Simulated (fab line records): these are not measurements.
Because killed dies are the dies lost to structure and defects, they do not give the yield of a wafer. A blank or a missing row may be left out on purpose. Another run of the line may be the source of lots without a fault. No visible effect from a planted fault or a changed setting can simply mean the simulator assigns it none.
What tool caused it? -- flow gf180mcu -- 13 lots (39 wafers sampled), 1 step of a 602-step route

## WHAT THE GAUGES READ, wafer by wafer
GF_V1_OVL_MEAS_15.
lot,measured,on,V1_OVL (nm)
L160,day 18 07:55,overlay-01,-3 -10 -13
L161,day 18 15:28,overlay-02,-1 1 -3
L164,day 20 02:06,overlay-02,-4 -3 -3
L165,day 20 10:14,overlay-01,-4 -4 0
L169,day 22 08:54,overlay-02,-6 -9 -10
L170,day 22 19:27,overlay-01,-5 2 -9
L171,day 22 22:43,overlay-02,-2 3 1
L172,day 23 06:38,overlay-02,-9 -14 -14
L175,day 24 06:08,overlay-02,10 -4 1
L178,day 24 19:44,overlay-02,-8 -16 -15
L179,day 25 12:41,overlay-02,-8 4 0
L180,day 25 13:41,overlay-02,-5 -4 -4
L182,day 26 03:40,overlay-02,2 2 5

## EACH LOT AND THE TOOL THAT RAN IT (in order: tool; ch and the chambers of the sampled wafers; start)
The record holds no process step before these readings.

## WHAT THE TOOLS THEMSELVES READ (means of the sampled wafers that have a number; where no wafer has one, the mark that the record gives instead)
The record holds no such reading with a usual standard deviation.

## THE ANSWER, worked out from the rows above alone
Rule: the usual values come from the lots themselves. The widest of any qualifying gaps counts: lots, ordered by their means at a reading, are off when they make up no more than a third of the lots, leave a main group of 4 or more, and stand apart from it by 3 or more times the standard deviation of that group's means. Not used: any main group whose means are identical at the precision the tables above print for the reading. A lot without any number at a reading at which 4 lots or more have one is off too. Where the step has rows for the other lots, those lots are counted as sound. First the gauges in route order, then the tools' own readings, where a lot's mean is used as printed above. The first step at which some lot is off is used, and at that step the reading that is off furthest; a lot without a number counts as furthest.
Across all readings shown, no lot is off: no conclusion can be drawn from this.

## WHAT THE SIMULATOR PUT IN
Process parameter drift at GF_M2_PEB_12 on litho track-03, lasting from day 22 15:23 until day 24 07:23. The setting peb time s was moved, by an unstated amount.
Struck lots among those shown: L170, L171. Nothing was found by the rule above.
